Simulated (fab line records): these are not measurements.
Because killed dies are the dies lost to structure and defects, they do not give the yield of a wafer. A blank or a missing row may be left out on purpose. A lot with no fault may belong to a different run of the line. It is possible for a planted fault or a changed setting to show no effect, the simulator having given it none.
fab line records	flow sky130
record: lots: 4	wafers: 12	last_day: 49
route steps=708 shown VIA2@527 METAL3@532 CAPM@537 PAD_OPEN@708
lots that met no fault: from a run of the same line without faults
start_h: the number of hours between the record's first day and the start of the first shown wafer of the lot	wait_h: time in hours since the lot's previous step	" identical to the entry in the row above	L1.1+2: a single row standing in for several wafers	- no value, or no start given	* or withheld: withheld	< > ~ a bound
route shown NAME@n: a module of which the file shows steps, and the number in the route of the first	usual: mean and standard deviation over wafers with no fault	same: alike in all rows	chamber/n: place in a boat	sites: readings site by site	_std_site: their standard deviation	_edge_site: mean of outer sites minus mean of inner sites	radius_mm: how far each site lies from the wafer's centre	mask NAME#n: copy n	behind: tool/chamber where the wafer was last shaped	hold: the reason the lot was held/the length of the hold in hours/how it ended	device: transistor that didn't switch, given as n, p or np	end of line: tests of these same wafers at the route's end	for a step that has no rows: nothing shown but its recipe	killed: not the wafer's yield, but the dies lost to structure and defects at the first sort	map: a wafer's dies, x killed, . not, _ none there
set.NAME: the setting the step ran with; set.NAME@STEP: the setting that earlier step ran with	model.NAME: the simulator's own value behind a step, which no gauge read
lots at some steps of the route; a table a step, a row a wafer
services: the hour from which a tool's chamber was out of use, counted from the record's first day as start_h (under 0 if before that day), plus the number of hours and why
== steps ==
step: SKY_VIA2_SPUTTER_20
recipe: material: TiN	target_thk_nm: 20	chamber_pressure_pa: 5	power_w: 4000	time_s: 80
step: SKY_VIA2_CVD_21
recipe: material: W	target_thk_nm: 420	time_s: 126.4	temp_c: 400	pressure_torr: 40
step: SKY_VIA2_CMP_24
recipe: stop_on: SiO2	t_overpolish_s: 20	down_force_psi: 3.5	platen_rpm: 60	target_thk_nm: 0	pad_velocity_m_s: 0.94248
step: SKY_METAL3_SPUTTER_00
recipe: material: Ti	target_thk_nm: 15	power_w: 3000	time_s: 10	chamber_pressure_pa: 0.4
step: SKY_METAL3_SPUTTER_01
recipe: material: TiN	target_thk_nm: 20	power_w: 6500	time_s: 16.7	chamber_pressure_pa: 0.4
step: SKY_METAL3_SPUTTER_02
recipe: material: AlCu	target_thk_nm: 735	power_w: 10600	time_s: 39.1	chamber_pressure_pa: 0.4
step: SKY_METAL3_SPUTTER_03
recipe: material: Ti	target_thk_nm: 5	power_w: 3000	time_s: 3.3	chamber_pressure_pa: 0.4
step: SKY_METAL3_SPUTTER_04
recipe: material: TiN	target_thk_nm: 70	power_w: 6500	time_s: 58.3	chamber_pressure_pa: 0.4
step: SKY_CAPM_CVD_00
recipe: material: SiO2	target_thk_nm: 15.5	temp_c: 400	time_s: withheld	rf_w: 450
step: SKY_CAPM_SPUTTER_02
recipe: material: TiN	target_thk_nm: 200	temp_c: 300	power_w: 6500	time_s: 166.7	chamber_pressure_pa: 0.4
usual: cathode_dc_power_W: 6500.1/1.1	throttle_valve_pct: 30.6/0.93
lot.wafer	tool	chamber	start_h	wait_h	cathode_dc_power_W	throttle_valve_pct	model.TiN_of_CAPM_SPUTTER_02.thk_nm
L322.1	pvd_sputter-03	-	881.26	0.1	6502.0	30.9	204
L322.2	"	-	"	"	6499.1	30.5	202.3
L322.3	"	-	"	"	6497.6	31.5	202.7
L335.1	pvd_sputter-03	-	975.42	0.1	5107.9	31.7	156.5
L335.4	"	-	"	"	5109.2	31.0	157.3
L335.5	"	-	"	"	5109.4	30.5	155.7
L337.2	pvd_sputter-03	-	991.47	0.0	5108.6	30.3	156.2
L337.5	"	-	"	"	5108.6	30.9	158.4
L337.6	"	-	"	"	5109.0	31.3	155.1
L338.1	pvd_sputter-02	-	993.86	0.1	6500.1	28.8	200.9
L338.4	"	-	"	"	6502.9	28.9	201.9
L338.5	"	-	"	"	6498.2	29.1	201.3
step: SKY_CAPM_RS_MEAS_03
recipe: thk_meas_gauge: four-point-probe	reads: TiN_of_CAPM_SPUTTER_02
usual: CAPM_TIN_RS: 6.89/0.069
lot.wafer	tool	chamber	start_h	wait_h	CAPM_TIN_RS[ohm/sq]
L322.1	film_metro-02	-	881.36	0.1	6.78
L322.2	"	-	"	"	6.83
L322.3	"	-	"	"	6.82
L335.1	film_metro-04	-	975.52	0.1	8.91
L335.4	"	-	"	"	8.86
L335.5	"	-	"	"	8.94
L337.2	film_metro-01	-	991.60	0.1	8.90
L337.5	"	-	"	"	8.77
L337.6	"	-	"	"	8.95
L338.1	film_metro-01	-	993.98	0.1	6.87
L338.4	"	-	"	"	6.82
L338.5	"	-	"	"	6.86
step: SKY_CAPM_THK_MEAS_04
recipe: thk_meas_gauge: xrf	reads: TiN_of_CAPM_SPUTTER_02
usual: CAPM_TIN_THK: 200.7/2.2
lot.wafer	tool	chamber	start_h	wait_h	CAPM_TIN_THK[nm]
L322.1	film_metro-02	-	881.48	0.1	206.1
L322.2	"	-	"	"	203.8
L322.3	"	-	"	"	204.9
L335.1	film_metro-04	-	975.64	0.1	156.1
L335.4	"	-	"	"	157.4
L335.5	"	-	"	"	155.4
L337.2	film_metro-01	-	991.71	0.1	155.4
L337.5	"	-	"	"	158.0
L337.6	"	-	"	"	154.6
L338.1	film_metro-01	-	994.10	0.1	200.2
L338.4	"	-	"	"	201.4
L338.5	"	-	"	"	200.5
step: SKY_CAPM_DEHYDRATE_05
recipe: temp_c: 200	time_s: 60
step: SKY_CAPM_HMDS_06
recipe: prime_time_s: 60	prime_temp_c: 120
step: SKY_CAPM_COAT_07
recipe: resist: NOVOLAK	spin_rpm: 3000	resist_thk_nm: 1140
step: SKY_CAPM_SOFTBAKE_08
recipe: temp_c: 90	time_s: 60	resist: NOVOLAK
step: SKY_CAPM_EXPOSE_09
recipe: mask_id: CAPM	na: 0.6	source_shape: conventional	sigma_outer: 0.6	polarization: unpolarized	target_cd_nm: 1000	dose_mj: 159
step: SKY_CAPM_PEB_10
recipe: temp_c: withheld	time_s: *	resist: NOVOLAK
step: SKY_CAPM_DEVELOP_11
recipe: resist: NOVOLAK	developer: TMAH	develop_time_s: 60	dev_temp_c: 23
step: SKY_CAPM_METAL_ETCH_13
recipe: target_depth_nm: 220	stop_on: SiO2	chemistry: Cl2/BCl3	target: TiN	pressure_mtorr: 10	icp_w: 900	bias_w: 48.5	Cl2_flow_sccm: 60	bcl3_flow_sccm: 30	time_s: 62.9
usual: drypump_motor_current_A: 5.8/0.56	oes_product_au: 0.943/0.007	throttle_valve_pct: 21.901/0.0099
lot.wafer	tool	chamber	start_h	wait_h	drypump_motor_current_A	oes_product_au	rf_hours_counter_h	throttle_valve_pct
L322.1	rie_metal-01	0	906.83	0.0	4.9	0.954	8	21.889
L322.2	"	1	"	"	5.7	0.946	10	21.894
L322.3	"	1	"	"	5.7	0.946	-	21.910
L335.1	rie_metal-04	0	999.23	0.0	6.4	0.813	18	21.990
L335.4	"	0	"	"	6.4	0.821	-	21.982
L335.5	"	1	"	"	5.9	0.817	-	21.993
L337.2	rie_metal-02	0	1013.05	0.0	6.4	0.816	17	21.977
L337.5	"	1	"	"	5.5	0.823	-	21.988
L337.6	"	0	"	"	6.4	0.816	-	21.978
L338.1	rie_metal-01	0	1017.24	0.0	4.8	0.937	13	21.903
L338.4	"	1	"	"	5.7	0.950	-	21.905
L338.5	"	1	"	"	5.7	0.949	-	21.911
step: SKY_CAPM_STRIP_14
recipe: chemistry: O2/N2	power_w: 1400	pressure_mtorr: 1500	platen_temp_c: withheld	o2_flow_sccm: 3000	n2_flow_sccm: 300	overash_fraction: 0.5
step: SKY_CAPM_STRIP_15
recipe: chemistry: post_etch_residue_remover	time_s: 1200	temp_c: 72.5
step: SKY_CAPM_CLEAN_16
recipe: chemistry: IPA	time_s: 180	temp_c: 25
step: SKY_CAPM_CLEAN_17
recipe: chemistry: O3/DIW	dry: n2_spin
step: SKY_METAL3_DEHYDRATE_05
recipe: temp_c: 200	time_s: 60
step: SKY_METAL3_HMDS_06
recipe: prime_time_s: 60	prime_temp_c: 120
step: SKY_METAL3_COAT_07
recipe: resist: BARC	temp_c: withheld	time_s: withheld	spin_rpm: 3000	resist_thk_nm: 60
step: SKY_METAL3_COAT_08
recipe: resist: KrF-thick	spin_rpm: 3000	resist_thk_nm: 1140
step: SKY_METAL3_SOFTBAKE_09
recipe: temp_c: 100	time_s: 90	resist: KrF-thick
step: SKY_METAL3_EXPOSE_10
recipe: mask_id: MM3	na: 0.68	source_shape: annular	sigma_inner: 0.4	sigma_outer: 0.8	target_cd_nm: 300	dose_mj: 28
step: SKY_METAL3_PEB_11
recipe: peb_temp_c: withheld	peb_time_s: withheld	resist: KrF-thick
step: SKY_METAL3_DEVELOP_12
recipe: develop_time_s: 60	resist: KrF-thick	dev_temp_c: 21
step: SKY_METAL3_DESCUM_15
recipe: chemistry: O2	source_power_w: 150	bias_power_w: 0	pressure_mtorr: 10	temp_c: 40	time_s: 8
step: SKY_METAL3_ETCH_16
recipe: chemistry: N2/H2	target: BARC	ion_energy_ev: 200	bias_w: 100	pressure_mtorr: 30	n2_flow_sccm: 100	h2_flow_sccm: 200	icp_w: 500	stop_on: SiO2	time_s: 88.2	target_depth_a: 600
step: SKY_METAL3_ETCH_17
recipe: target: SiO2	stop_on: TiN	chemistry: C4F8/O2/Ar	source_w: 1500	bias_w: 1200	pressure_mtorr: 40	c4f8_flow_sccm: withheld	O2_flow_sccm: 6	Ar_flow_sccm: 300	time_s: 3.9	target_depth_a: 150
step: SKY_METAL3_METAL_ETCH_18
recipe: target_depth_a: 8450	stop_on: SiO2	over_etch_frac: 0.3	time_s: 183.1	chemistry: Cl2/BCl3	resist_sidewall_deg: 88	pressure_mtorr: 10	icp_w: 900	bias_w: 48.5	Cl2_flow_sccm: 60	bcl3_flow_sccm: 30
step: SKY_METAL3_STRIP_20
recipe: chemistry: post_etch_residue_remover	time_s: 1200	temp_c: 72.5
usual: temp_c: 72.48/0.12
lot.wafer	tool	chamber	start_h	wait_h	temp_c	model.TiN_of_CAPM_SPUTTER_02.thk_nm
L322.1	wet_bench-04	0	931.89	0.1	72.69	203.2
L322.2	"	0	"	"	72.57	201.5
L322.3	"	0	"	"	72.50	201.9
L335.1	wet_bench-04	0	1023.14	0.1	72.33	155.7
L335.4	"	0	"	"	72.42	156.4
L335.5	"	0	"	"	72.58	154.9
L337.2	wet_bench-04	3	1036.98	0.1	72.50	155.3
L337.5	"	3	"	"	72.60	157.5
L337.6	"	3	"	"	72.57	154.3
L338.1	wet_bench-04	3	1041.19	0.1	72.51	200.1
L338.4	"	3	"	"	72.34	201.1
L338.5	"	3	"	"	72.50	200.4
step: SKY_PAD_OPEN_PROBE_99
usual: defect_limited_yield: 82.5/1.9	killed_at_M0_to_M3: 43/6.8	killed_at_M4_up: 3.2/1.7	killed_at_contacts: 24/5.7	killed_at_front_end: 16/4.3	killed_at_other: 0.3/0.56	killed_dies: 86/9.5	killed_on_rim: 16/3.6	killed_open: 47/6.9	killed_short: 39/5.8	sort_bin_3_pad_short: 0.9/0.39	sort_bin_5_function: 10.3/1.5	sort_bin_6_memory: 6.3/1.1	sort_n_pass: 406/9.5	sort_yield_pct: 82.5/1.9
same: gross_dies: 492	killed_at_back_side: 0	sort_bin_4_leakage[%]: 0	sort_bin_8_speed[%]: 0
lot.wafer	tool	chamber	start_h	wait_h	defect_limited_yield[%]	killed_at_M0_to_M3	killed_at_M4_up	killed_at_contacts	killed_at_front_end	killed_at_other	killed_dies	killed_on_rim	killed_open	killed_short	sort_bin_3_pad_short[%]	sort_bin_5_function[%]	sort_bin_6_memory[%]	sort_n_pass	sort_yield_pct[%]	model.etest.cap_mim.plate_ohm_sq	model.etest.cap_mim.bv_v	model.etest.cap_mim.leak_log10_a_cm2
L322.1	prober-01	-	1099.98	0.1	84.6	41	2	22	11	0	76	13	37	39	1.0	9.6	4.9	416	84.6	5.935	13.54	-8.922
L322.2	prober-01	-	1100.03	0.1	81.9	43	5	27	14	0	89	17	51	38	1.4	11.4	5.3	403	81.9	5.945	13.95	-9.166
L322.3	prober-01	-	1100.08	0.2	82.1	43	2	25	16	2	88	16	50	37	0.6	11.4	5.9	404	82.1	5.947	13.82	-9.03
L335.1	prober-01	-	1176.46	0.1	84.3	41	1	20	15	0	77	19	50	26	0.6	9.3	5.7	415	84.3	7.671	12.26	-8.392
L335.4	prober-01	-	1176.61	0.2	79.9	45	4	27	23	0	99	20	48	50	0.8	12.4	6.9	393	79.9	7.626	12.89	-8.514
L335.5	prober-01	-	1176.66	0.2	77.4	64	6	18	23	0	111	25	62	48	0.8	15.0	6.7	381	77.4	7.648	13	-8.605
L337.2	prober-02	-	1182.67	0.1	80.3	46	3	40	8	0	97	18	47	49	1.0	10.6	8.1	395	80.3	7.71	12.42	-8.482
L337.5	prober-02	-	1182.82	0.2	83.5	28	2	31	20	0	81	13	50	30	0.8	9.8	5.9	411	83.5	7.494	12.9	-8.499
L337.6	prober-02	-	1182.87	0.2	80.9	45	3	34	12	0	94	16	52	42	1.8	11.6	5.7	398	80.9	7.698	12.85	-8.457
L338.1	prober-01	-	1186.83	0.1	82.5	44	2	23	15	2	86	13	48	38	1.0	9.1	7.3	406	82.5	5.992	13.72	-8.785
L338.4	prober-01	-	1186.98	0.2	83.7	42	1	25	11	1	80	18	42	37	1.2	8.9	6.1	412	83.7	5.92	14.45	-9.102
L338.5	prober-01	-	1187.03	0.2	81.9	49	3	22	15	0	89	16	49	40	0.6	11.0	6.5	403	81.9	6.002	13.96	-9.015
killed by level:class
L322.1 VIA3:geometric_particle:open=11 VIA3:geometric_particle:short=9 VIA1:geometric_particle:open=8 CONTACT:geometric_particle:short=6 LOCAL_INTERCONNECT:geometric_particle:short=5 CONTACT:geometric_particle:open=5 METAL2:geometric_particle:short=5 POLY_GATE:geometric_particle:open=4
L322.2 VIA3:geometric_particle:open=9 CONTACT:geometric_particle:open=8 VIA2:geometric_particle:open=8 LI_CONTACT:geometric_particle:open=7 LOCAL_INTERCONNECT:geometric_particle:short=7 VIA3:geometric_particle:short=7 VIA1:geometric_particle:open=6 POLY_GATE:geometric_particle:short=5
L322.3 CONTACT:geometric_particle:open=8 LI_CONTACT:geometric_particle:open=7 VIA3:geometric_particle:open=7 FIELD_ISO:geometric_particle:open=6 POLY_GATE:geometric_particle:short=5 VIA1:geometric_particle:open=5 VIA2:geometric_particle:open=5 VIA3:geometric_particle:short=5
L335.1 VIA1:geometric_particle:open=17 CONTACT:geometric_particle:open=8 LI_CONTACT:geometric_particle:open=7 VIA2:geometric_particle:open=5 POLY_GATE:geometric_particle:short=4 VIA1:geometric_particle:short=4 METAL2:geometric_particle:short=4 POLY_GATE:geometric_particle:open=3
L335.4 VIA1:geometric_particle:open=12 VIA1:geometric_particle:short=10 CONTACT:geometric_particle:open=9 LI_CONTACT:geometric_particle:open=7 POLY_GATE:geometric_particle:open=6 VIA2:geometric_particle:open=5 POLY_GATE:geometric_particle:short=4 LI_CONTACT:geometric_particle:short=4
L335.5 VIA1:geometric_particle:open=15 VIA3:geometric_particle:open=12 VIA1:geometric_particle:short=8 VIA2:geometric_particle:open=8 FIELD_ISO:geometric_particle:open=7 METAL2:geometric_particle:short=7 FIELD_ISO:geometric_particle:short=6 CONTACT:geometric_particle:open=6
L337.2 LI_CONTACT:geometric_particle:open=10 LOCAL_INTERCONNECT:geometric_particle:short=10 CONTACT:geometric_particle:open=7 VIA1:geometric_particle:open=7 VIA1:geometric_particle:short=7 VIA3:geometric_particle:open=7 CONTACT:geometric_particle:short=6 METAL1:geometric_particle:short=6
L337.5 CONTACT:geometric_particle:open=11 LI_CONTACT:geometric_particle:open=10 VIA2:geometric_particle:open=8 VIA1:geometric_particle:open=6 FIELD_ISO:geometric_particle:short=4 FIELD_ISO:geometric_particle:open=4 VIA3:geometric_particle:open=4 POLY_GATE:geometric_particle:open=3
L337.6 CONTACT:geometric_particle:open=10 VIA3:geometric_particle:open=10 LI_CONTACT:geometric_particle:open=9 VIA1:geometric_particle:open=6 METAL2:geometric_particle:short=6 VIA2:geometric_particle:open=6 LOCAL_INTERCONNECT:geometric_particle:short=5 CONTACT:geometric_particle:short=5
L338.1 VIA1:geometric_particle:open=10 VIA3:geometric_particle:open=8 CONTACT:geometric_particle:open=7 LI_CONTACT:geometric_particle:open=6 VIA2:geometric_particle:open=5 FIELD_ISO:geometric_particle:open=5 METAL1:geometric_particle:short=5 VIA1:geometric_particle:short=5
L338.4 CONTACT:geometric_particle:open=9 VIA1:geometric_particle:short=8 VIA2:geometric_particle:open=7 CONTACT:geometric_particle:short=6 METAL2:geometric_particle:short=6 VIA1:geometric_particle:open=6 VIA3:geometric_particle:open=6 POLY_GATE:geometric_particle:open=4
L338.5 VIA1:geometric_particle:open=11 VIA3:geometric_particle:open=7 LOCAL_INTERCONNECT:geometric_particle:short=6 POLY_GATE:geometric_particle:open=5 LI_CONTACT:geometric_particle:open=5 VIA2:geometric_particle:open=5 CONTACT:geometric_particle:open=5 VIA1:geometric_particle:short=5
== services ==
tool	chamber	start_h	hours	kind
rie_metal-02	-	870.06	1.5	repair
pvd_sputter-03	-	871.82	5.3	repair
rie_metal-01	-	912.37	2.8	pm
rie_metal-01	-	920.22	0.5	repair
pvd_sputter-03	-	940.61	5.2	repair
pvd_sputter-02	1	941.48	-	consumable_replace:kit
pvd_sputter-02	1	941.48	18.0	scheduled_down
pvd_sputter-02	1	941.48	18.0	vent_cycle
pvd_sputter-03	-	944.92	1.8	repair
pvd_sputter-03	1	1016.21	-	consumable_replace:kit
pvd_sputter-03	1	1016.21	18.0	scheduled_down
pvd_sputter-03	1	1016.21	18.0	vent_cycle
== key ==
first_sign: step: SKY_CAPM_SPUTTER_02	reading: cathode_dc_power_W	direction: down	sigmas: 99+	usual: 6500.1	struck: 5108.8
effect: step: SKY_CAPM_RS_MEAS_03	reading: CAPM_TIN_RS	direction: up	sigmas: 29	usual: 6.89	struck: 8.89
effect: step: SKY_CAPM_THK_MEAS_04	reading: CAPM_TIN_THK	direction: down	sigmas: 20	usual: 200.7	struck: 156.1
effect: step: SKY_CAPM_METAL_ETCH_13	reading: oes_product_au	direction: down	sigmas: 18	usual: 0.943	struck: 0.818
model_effect: step: SKY_CAPM_SPUTTER_02	value: TiN_of_CAPM_SPUTTER_02.thk_nm	without: 199.4	struck: 156.5
model_effect: step: SKY_METAL3_STRIP_20	value: TiN_of_CAPM_SPUTTER_02.thk_nm	without: 198.5	struck: 155.7
model_effect: step: SKY_PAD_OPEN_PROBE_99	value: etest.cap_mim.plate_ohm_sq	without: 6	struck: 7.641
met_at SKY_CAPM_SPUTTER_02
struck_wafers L335.1,L335.4,L335.5,L337.2,L337.5,L337.6
onset_between 881.26 975.42
fault: kind: process_parameter_drift	tool: pvd_sputter-03	chamber: -	onset_h: 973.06	steps: SKY_CAPM_SPUTTER_02	channel: power_w	offset: *	shape: step	end_h: 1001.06	acts_in: *	stated: *
